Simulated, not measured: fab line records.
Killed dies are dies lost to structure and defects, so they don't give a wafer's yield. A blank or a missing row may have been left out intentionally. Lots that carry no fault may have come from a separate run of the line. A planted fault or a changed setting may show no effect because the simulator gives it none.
Check of tool commonality / flow sky130 / 14 lots, 42 wafers sampled

== REASON IT WAS OPENED ==
2 of 14 lots carry a flag on the reading VT_ADJUST_NCORE_TW at SKY_VT_ADJUST_NCORE_TW_MEAS_11. No-fault wafers: 216.3, standard deviation 1.5.
Rule: a lot is flagged in two cases, either no wafer of it has a number, or all its wafers with numbers fall more than 4 standard deviations from that mean. The rest of the lots are taken to be sound.

lot=L891; measured=day 9 23:30; on=film metro-02; VT_ADJUST_NCORE_TW, wafer by wafer=29.5 29.5 29.4; flag=FLAGGED
lot=L892; measured=day 10 09:07; on=film metro-01; VT_ADJUST_NCORE_TW, wafer by wafer=29.7 29.7 29.7; flag=FLAGGED
lot=L893; measured=day 10 22:11; on=film metro-01; VT_ADJUST_NCORE_TW, wafer by wafer=217.1 216.2 216.3; flag=
lot=L895; measured=day 11 08:39; on=film metro-03; VT_ADJUST_NCORE_TW, wafer by wafer=215.8 215.8 216.2; flag=
lot=L899; measured=day 12 04:53; on=film metro-02; VT_ADJUST_NCORE_TW, wafer by wafer=215.1 214.9 216.5; flag=
lot=L903; measured=day 13 03:36; on=film metro-02; VT_ADJUST_NCORE_TW, wafer by wafer=215.2 214.2 215.6; flag=
lot=L905; measured=day 13 17:09; on=film metro-01; VT_ADJUST_NCORE_TW, wafer by wafer=219.7 219.6 219.3; flag=
lot=L906; measured=day 14 00:12; on=film metro-02; VT_ADJUST_NCORE_TW, wafer by wafer=214.1 214.5 213.9; flag=
lot=L907; measured=day 14 03:46; on=film metro-02; VT_ADJUST_NCORE_TW, wafer by wafer=214.5 213.8 214.1; flag=
lot=L908; measured=day 14 14:39; on=film metro-01; VT_ADJUST_NCORE_TW, wafer by wafer=218.1 218.2 218.1; flag=
lot=L909; measured=day 14 16:31; on=film metro-02; VT_ADJUST_NCORE_TW, wafer by wafer=213.7 214.0 215.5; flag=
lot=L910; measured=day 15 02:04; on=film metro-03; VT_ADJUST_NCORE_TW, wafer by wafer=217.0 215.4 216.2; flag=
lot=L911; measured=day 15 03:45; on=film metro-01; VT_ADJUST_NCORE_TW, wafer by wafer=218.9 219.7 217.9; flag=
lot=L912; measured=day 15 14:09; on=film metro-01; VT_ADJUST_NCORE_TW, wafer by wafer=218.1 218.9 217.7; flag=
The numbers of the flagged lots are 29.6 on average: -186.7 against the usual, or -99 or more standard deviations.

== WHICH TOOL EACH LOT WENT THROUGH ==
Before the reading, the record contains 4 process steps out of a 708-step route. In each cell: the tool, then ch and the chambers that the sampled wafers went through, then the start.
lot=L891; flag=FLAGGED; SKY_FIELD_ISO_CMP_27=cmp-02 ch 0,1,2, day 2 20:36; SKY_NWELL_STRIP_14=plasma asher-02 ch 0, day 5 07:20; SKY_VT_ADJUST_LVTN_STRIP_20=plasma asher-03 ch 0,1, day 8 23:04; SKY_VT_ADJUST_NCORE_STRIP_10=plasma asher-01 ch 1, day 9 23:23
lot=L892; flag=FLAGGED; SKY_FIELD_ISO_CMP_27=cmp-02 ch 0,1, day 3 02:50; SKY_NWELL_STRIP_14=plasma asher-03 ch 0,1, day 5 14:55; SKY_VT_ADJUST_LVTN_STRIP_20=plasma asher-02 ch 0,1, day 9 09:58; SKY_VT_ADJUST_NCORE_STRIP_10=plasma asher-02 ch 0,1, day 10 09:02
lot=L893; flag=; SKY_FIELD_ISO_CMP_27=cmp-01 ch 0,2, day 3 12:40; SKY_NWELL_STRIP_14=plasma asher-02 ch 0,1, day 6 04:17; SKY_VT_ADJUST_LVTN_STRIP_20=plasma asher-03 ch 0,1, day 9 23:14; SKY_VT_ADJUST_NCORE_STRIP_10=plasma asher-02 ch 0,1, day 10 22:05
lot=L895; flag=; SKY_FIELD_ISO_CMP_27=cmp-02 ch 1,2, day 3 21:30; SKY_NWELL_STRIP_14=plasma asher-04 ch 0,1, day 6 13:09; SKY_VT_ADJUST_LVTN_STRIP_20=plasma asher-03 ch 0,1, day 10 09:51; SKY_VT_ADJUST_NCORE_STRIP_10=plasma asher-02 ch 0,1, day 11 08:33
lot=L899; flag=; SKY_FIELD_ISO_CMP_27=cmp-01 ch 0,2, day 4 16:49; SKY_NWELL_STRIP_14=plasma asher-02 ch 0,1, day 7 09:53; SKY_VT_ADJUST_LVTN_STRIP_20=plasma asher-03 ch 0,1, day 11 05:46; SKY_VT_ADJUST_NCORE_STRIP_10=plasma asher-01 ch 0,1, day 12 04:47
lot=L903; flag=; SKY_FIELD_ISO_CMP_27=cmp-02 ch 0,2,3, day 5 11:27; SKY_NWELL_STRIP_14=plasma asher-03 ch 0,1, day 8 06:41; SKY_VT_ADJUST_LVTN_STRIP_20=plasma asher-03 ch 0,1, day 12 03:00; SKY_VT_ADJUST_NCORE_STRIP_10=plasma asher-04 ch 0,1, day 13 03:30
lot=L905; flag=; SKY_FIELD_ISO_CMP_27=cmp-01 ch 1,2, day 5 22:08; SKY_NWELL_STRIP_14=plasma asher-04 ch 0, day 8 19:24; SKY_VT_ADJUST_LVTN_STRIP_20=plasma asher-01 ch 1, day 12 16:39; SKY_VT_ADJUST_NCORE_STRIP_10=plasma asher-04 ch 0, day 13 17:02
lot=L906; flag=; SKY_FIELD_ISO_CMP_27=cmp-01 ch 0,3, day 6 03:28; SKY_NWELL_STRIP_14=plasma asher-04 ch 0,1, day 9 01:17; SKY_VT_ADJUST_LVTN_STRIP_20=plasma asher-03 ch 0, day 12 23:29; SKY_VT_ADJUST_NCORE_STRIP_10=plasma asher-04 ch 0,1, day 14 00:06
lot=L907; flag=; SKY_FIELD_ISO_CMP_27=cmp-02 ch 0,3, day 6 08:41; SKY_NWELL_STRIP_14=plasma asher-02 ch 0,1, day 9 07:21; SKY_VT_ADJUST_LVTN_STRIP_20=plasma asher-01 ch 0,1, day 13 03:00; SKY_VT_ADJUST_NCORE_STRIP_10=plasma asher-01 ch 0,1, day 14 03:39
lot=L908; flag=; SKY_FIELD_ISO_CMP_27=cmp-02 ch 0,1,3, day 6 14:50; SKY_NWELL_STRIP_14=plasma asher-02 ch 0,1, day 9 15:53; SKY_VT_ADJUST_LVTN_STRIP_20=plasma asher-02 ch 0,1, day 13 13:00; SKY_VT_ADJUST_NCORE_STRIP_10=plasma asher-01 ch 0,1, day 14 14:33
lot=L909; flag=; SKY_FIELD_ISO_CMP_27=cmp-01 ch 1,2,3, day 6 19:18; SKY_NWELL_STRIP_14=plasma asher-04 ch 0,1, day 9 19:04; SKY_VT_ADJUST_LVTN_STRIP_20=plasma asher-03 ch 0,1, day 13 15:04; SKY_VT_ADJUST_NCORE_STRIP_10=plasma asher-04 ch 0,1, day 14 16:24
lot=L910; flag=; SKY_FIELD_ISO_CMP_27=cmp-02 ch 0,1,3, day 7 01:43; SKY_NWELL_STRIP_14=plasma asher-02 ch 0,1, day 10 01:52; SKY_VT_ADJUST_LVTN_STRIP_20=plasma asher-03 ch 0,1, day 14 00:16; SKY_VT_ADJUST_NCORE_STRIP_10=plasma asher-01 ch 0,1, day 15 01:59
lot=L911; flag=; SKY_FIELD_ISO_CMP_27=cmp-02 ch 0,2,3, day 7 04:41; SKY_NWELL_STRIP_14=plasma asher-02 ch 0,1, day 10 04:01; SKY_VT_ADJUST_LVTN_STRIP_20=plasma asher-01 ch 0,1, day 14 01:55; SKY_VT_ADJUST_NCORE_STRIP_10=plasma asher-02 ch 0,1, day 15 03:39
lot=L912; flag=; SKY_FIELD_ISO_CMP_27=cmp-02 ch 1,2, day 7 10:40; SKY_NWELL_STRIP_14=plasma asher-04 ch 0,1, day 10 11:50; SKY_VT_ADJUST_LVTN_STRIP_20=plasma asher-02 ch 0,1, day 14 11:37; SKY_VT_ADJUST_NCORE_STRIP_10=plasma asher-02 ch 0,1, day 15 14:02
What the steps here do:
- SKY_FIELD_ISO_CMP_27: polishes, stops on Si3N4, t overpolish 16 s, target thk 457.8 nm.
- SKY_NWELL_STRIP_14: strips in O2/N2.
- SKY_VT_ADJUST_LVTN_STRIP_20: strips in O2/N2.
- SKY_VT_ADJUST_NCORE_STRIP_10: strips in O2/N2.
- SKY_VT_ADJUST_NCORE_TW_MEAS_11

== FLAGGED AGAINST TOTAL, ONE TOOL AT A TIME (gauges that did the reading follow at the end) ==
step=SKY_FIELD_ISO_CMP_27; tool=cmp-01; lots run=5; flagged=0; share of the flagged lots=none; sound lots run after its first flagged lot=-
step=SKY_FIELD_ISO_CMP_27; tool=cmp-02; lots run=9; flagged=2; share of the flagged lots=all; sound lots run after its first flagged lot=7 (L895,L903,L907,L908,L910,L911,L912)
step=SKY_NWELL_STRIP_14; tool=plasma asher-02; lots run=7; flagged=1; share of the flagged lots=some; sound lots run after its first flagged lot=6 (L893,L899,L907,L908,L910,L911)
step=SKY_NWELL_STRIP_14; tool=plasma asher-03; lots run=2; flagged=1; share of the flagged lots=some; sound lots run after its first flagged lot=1 (L903)
step=SKY_NWELL_STRIP_14; tool=plasma asher-04; lots run=5; flagged=0; share of the flagged lots=none; sound lots run after its first flagged lot=-
step=SKY_VT_ADJUST_LVTN_STRIP_20; tool=plasma asher-01; lots run=3; flagged=0; share of the flagged lots=none; sound lots run after its first flagged lot=-
step=SKY_VT_ADJUST_LVTN_STRIP_20; tool=plasma asher-02; lots run=3; flagged=1; share of the flagged lots=some; sound lots run after its first flagged lot=2 (L908,L912)
step=SKY_VT_ADJUST_LVTN_STRIP_20; tool=plasma asher-03; lots run=8; flagged=1; share of the flagged lots=some; sound lots run after its first flagged lot=7 (L893,L895,L899,L903,L906,L909,L910)
step=SKY_VT_ADJUST_NCORE_STRIP_10; tool=plasma asher-01; lots run=5; flagged=1; share of the flagged lots=some; sound lots run after its first flagged lot=4 (L899,L907,L908,L910)
step=SKY_VT_ADJUST_NCORE_STRIP_10; tool=plasma asher-02; lots run=5; flagged=1; share of the flagged lots=some; sound lots run after its first flagged lot=4 (L893,L895,L911,L912)
step=SKY_VT_ADJUST_NCORE_STRIP_10; tool=plasma asher-04; lots run=4; flagged=0; share of the flagged lots=none; sound lots run after its first flagged lot=-
step=SKY_VT_ADJUST_NCORE_TW_MEAS_11; tool=film metro-01; lots run=6; flagged=1; share of the flagged lots=some; sound lots run after its first flagged lot=5 (L893,L905,L908,L911,L912)
step=SKY_VT_ADJUST_NCORE_TW_MEAS_11; tool=film metro-02; lots run=6; flagged=1; share of the flagged lots=some; sound lots run after its first flagged lot=5 (L899,L903,L906,L907,L909)
step=SKY_VT_ADJUST_NCORE_TW_MEAS_11; tool=film metro-03; lots run=2; flagged=0; share of the flagged lots=none; sound lots run after its first flagged lot=-

== WHAT THE TABLE ALLOWS ==
1 row of the table ran every flagged lot: cmp-02 at SKY_FIELD_ISO_CMP_27.
- cmp-02 at SKY_FIELD_ISO_CMP_27: 2 of its 9 lots flagged. Sound lots followed the first flagged one (L895, L903, L907, L908, L910, L911, L912) on it, something a lasting fault affecting the whole tool could not allow.
None of the table's rows ran every flagged lot and, after the first, no sound lot.

== WHAT THE SIMULATOR HAD INSERTED ==
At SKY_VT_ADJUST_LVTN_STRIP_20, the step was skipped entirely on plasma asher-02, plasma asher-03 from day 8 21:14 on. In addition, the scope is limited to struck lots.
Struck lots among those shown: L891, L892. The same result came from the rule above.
